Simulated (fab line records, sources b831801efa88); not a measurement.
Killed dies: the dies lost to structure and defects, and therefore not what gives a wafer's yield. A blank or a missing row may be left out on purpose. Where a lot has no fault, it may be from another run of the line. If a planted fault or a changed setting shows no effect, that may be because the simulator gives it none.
Which tool is to blame?    flow gf180mcu    24 lots, 72 wafers sampled, at 5 steps of a route of 602

WHAT THE GAUGES SHOWED, per wafer
GF_M3_THK_MEAS_06: measures by xrf.
lot   measured      on             M3_ALCU_THK (nm)
L074  day 20 07:34  film metro-04  437 445 444
L075  day 20 15:35  film metro-04  452 449 446
L076  day 20 22:50  film metro-02  460 458 455
L077  day 21 11:22  film metro-03  447 447 450
L078  day 22 06:20  film metro-04  448 446 441
L079  day 22 12:43  film metro-03  449 453 452
L080  day 22 19:31  film metro-03  460 462 460
L081  day 23 02:43  film metro-04  438 443 444
L082  day 23 11:23  film metro-02  444 447 443
L083  day 24 02:48  film metro-04  454 454 449
L084  day 24 11:44  film metro-02  447 448 450
L085  day 24 18:52  film metro-02  452 446 438
L086  day 25 03:16  film metro-03  435 440 429
L087  day 25 06:22  film metro-03  455 451 454
L088  day 25 07:02  film metro-03  455 450 446
L089  day 25 20:37  film metro-03  443 449 448
L090  day 26 00:26  film metro-02  453 451 452
L091  day 26 10:06  film metro-04  445 453 447
L092  day 26 15:35  film metro-04  450 444 446
L093  day 26 20:26  film metro-03  446 443 443
L094  day 27 02:29  film metro-03  439 444 445
L095  day 27 12:10  film metro-03  444 446 445
L096  day 27 16:18  film metro-02  453 452 447
L097  day 28 03:01  film metro-02  444 441 441

GF_M3_OVL_MEAS_15.
lot   measured      on          M3_OVL (nm)
L074  day 21 07:30  overlay-02  -7 -5 -4
L075  day 21 15:59  overlay-01  7 5 1
L076  day 21 22:22  overlay-02  1 -7 1
L077  day 22 10:38  overlay-02  12 7 14
L078  day 23 04:49  overlay-02  -5 -8 -3
L079  day 23 11:40  overlay-02  -5 2 -2
L080  day 23 18:25  overlay-01  7 7 3
L081  day 24 00:34  overlay-01  -6 4 -1
L082  day 24 09:28  overlay-02  18 2 3
L083  day 25 00:51  overlay-02  4 4 3
L084  day 25 09:25  overlay-02  2 -1 2
L085  day 25 15:34  overlay-01  1 -6 -2
L086  day 26 00:24  overlay-02  1 5 1
L087  day 26 03:40  overlay-02  4 -1 4
L088  day 26 04:01  overlay-02  1 2 0
L089  day 26 17:11  overlay-01  5 5 -4
L090  day 26 21:25  overlay-02  4 3 1
L091  day 27 06:20  overlay-02  5 -3 1
L092  day 27 11:34  overlay-01  -2 -7 -1
L093  day 27 16:05  overlay-01  -12 -7 -10
L094  day 27 22:15  overlay-01  -4 1 0
L095  day 28 08:07  overlay-02  9 2 5
L096  day 28 12:17  overlay-01  4 1 8
L097  day 28 22:14  overlay-01  7 5 7

GF_V4_THK_MEAS_03.
lot   measured      on             V4_CVD_02_THK (nm)
L074  day 23 10:11  film metro-04  829 846 834
L075  day 23 18:48  film metro-02  843 845 873
L076  day 24 02:28  film metro-04  835 844 840
L077  day 24 11:22  film metro-04  844 844 859
L078  day 25 04:49  film metro-01  861 851 868
L079  day 25 11:46  film metro-04  856 883 870
L080  day 25 18:04  film metro-02  851 865 866
L081  day 26 01:47  film metro-01  851 849 857
L082  day 26 07:29  film metro-04  844 858 865
L083  day 26 23:17  film metro-01  838 855 862
L084  day 27 07:35  film metro-01  852 863 853
L085  day 27 13:26  film metro-02  835 851 859
L086  day 27 20:40  film metro-02  834 844 852
L087  day 27 23:29  film metro-01  830 842 862
L088  day 28 00:22  film metro-04  840 854 858
L089  day 28 12:50  film metro-02  843 840 855
L090  day 28 16:56  film metro-01  873 862 861
L091  day 29 02:49  film metro-01  848 856 857
L092  day 29 06:47  film metro-02  856 879 865
L093  day 29 10:52  film metro-01  865 858 871
L094  day 29 16:59  film metro-02  861 869 869
L095  day 30 01:49  film metro-04  845 845 833
L096  day 30 05:20  film metro-02  835 853 851
L097  day 30 16:01  film metro-01  845 856 863

GF_V4_BOW_MEAS_05.
lot   measured      on             V4_BOW (um)
L074  day 23 10:32  film metro-02  144 137 155
L075  day 23 19:10  film metro-02  136 142 125
L076  day 24 02:50  film metro-01  130 122 129
L077  day 24 11:43  film metro-01  139 144 136
L078  day 25 05:13  film metro-04  141 138 141
L079  day 25 12:08  film metro-01  128 127 133
L080  day 25 18:26  film metro-02  133 134 130
L081  day 26 02:09  film metro-01  133 143 145
L082  day 26 07:51  film metro-02  144 134 134
L083  day 26 23:39  film metro-04  140 133 130
L084  day 27 07:57  film metro-02  124 127 130
L085  day 27 13:48  film metro-01  139 142 141
L086  day 27 21:02  film metro-01  122 125 123
L087  day 27 23:51  film metro-02  140 126 128
L088  day 28 00:44  film metro-02  133 133 125
L089  day 28 13:11  film metro-02  136 140 135
L090  day 28 17:19  film metro-02  139 144 140
L091  day 29 03:11  film metro-02  135 125 146
L092  day 29 07:20  film metro-04  139 150 156
L093  day 29 11:14  film metro-01  143 141 142
L094  day 29 17:27  film metro-02  137 133 128
L095  day 30 02:11  film metro-02  138 129 132
L096  day 30 05:43  film metro-02  129 123 123
L097  day 30 16:23  film metro-01  141 121 151

TOOL THAT RAN EACH LOT (tool first, then ch and the chambers of the sampled wafers, then the start)
lot   GF_V2_CVD_02
L074  pecvd-01 ch 1,2, day 19 04:44
L075  pecvd-03 ch 0,1, day 19 13:01
L076  pecvd-02 ch 0,1,2, day 19 20:22
L077  pecvd-01 ch 0,1,2, day 20 08:40
L078  pecvd-02 ch 0,1,2, day 21 04:34
L079  pecvd-01 ch 1,2, day 21 10:56
L080  pecvd-02 ch 0,1,2, day 21 17:47
L081  pecvd-02 ch 0,1, day 22 01:10
L082  pecvd-02 ch 1,2, day 22 10:03
L083  pecvd-02 ch 0,2, day 23 02:12
L084  pecvd-01 ch 0,1,2, day 23 10:49
L085  pecvd-01 ch 0,1,2, day 23 18:14
L086  pecvd-02 ch 0,2, day 24 02:30
L087  pecvd-02 ch 0,1, day 24 06:26
L088  pecvd-01 ch 0,1,2, day 24 07:23
L089  pecvd-01 ch 0,1,2, day 24 21:08
L090  pecvd-02 ch 0,1,2, day 25 01:36
L091  pecvd-02 ch 1,2, day 25 10:36
L092  pecvd-02 ch 0,1,2, day 25 16:07
L093  pecvd-01 ch 0,1,2, day 25 20:39
L094  pecvd-03 ch 0,1, day 26 03:33
L095  pecvd-02 ch 0,1,2, day 26 13:23
L096  pecvd-03 ch 0,1,2, day 26 17:50
L097  pecvd-02 ch 0,1,2, day 27 05:08
- GF_V2_CVD_02: deposits SiO2 from TEOS, target thk 850 nm, time 94.851 s.

WHAT THE TOOLS THEMSELVES READ (means of the sampled wafers that have a number; where no wafer has one, the mark that the record gives instead)
GF_V2_CVD_02.
lot   tool      heater power outer w (W)  heater power w (W)
L074  pecvd-01  402                       733
L075  pecvd-03  343                       627
L076  pecvd-02  437                       780
L077  pecvd-01  411                       700
L078  pecvd-02  422                       741
L079  pecvd-01  386                       699
L080  pecvd-02  422                       736
L081  pecvd-02  327                       636
L082  pecvd-02  459                       763
L083  pecvd-02  407                       738
L084  pecvd-01  367                       629
L085  pecvd-01  378                       650
L086  pecvd-02  401                       747
L087  pecvd-02  405                       713
L088  pecvd-01  405                       678
L089  pecvd-01  381                       652
L090  pecvd-02  422                       736
L091  pecvd-02  454                       765
L092  pecvd-02  449                       782
L093  pecvd-01  365                       637
L094  pecvd-03  327                       609
L095  pecvd-02  429                       757
L096  pecvd-03  295                       543
L097  pecvd-02  419                       728

THE ANSWER, worked out from the rows above alone
Rule: what is usual is taken from the lots themselves. The widest of any qualifying gaps counts: lots, ordered by their means at a reading, are off when they make up no more than a third of the lots, leave a main group of 4 or more, and stand apart from it by 3 or more times the standard deviation of that group's means. Not used: any main group whose means are identical at the precision the tables above print for the reading. Also off: a lot with no number at a reading for which 4 or more lots have one. Where the step has rows for the other lots, those lots are counted as sound. First the gauges in route order, then the tools' own readings, where a lot's mean is used as printed above. At the first step where some lot is off, the reading lying furthest off is the one used; lots without a number count as furthest.
None of the lots is off at any reading shown; this tells nothing.

WHAT HAD BEEN PUT IN BY THE SIMULATOR
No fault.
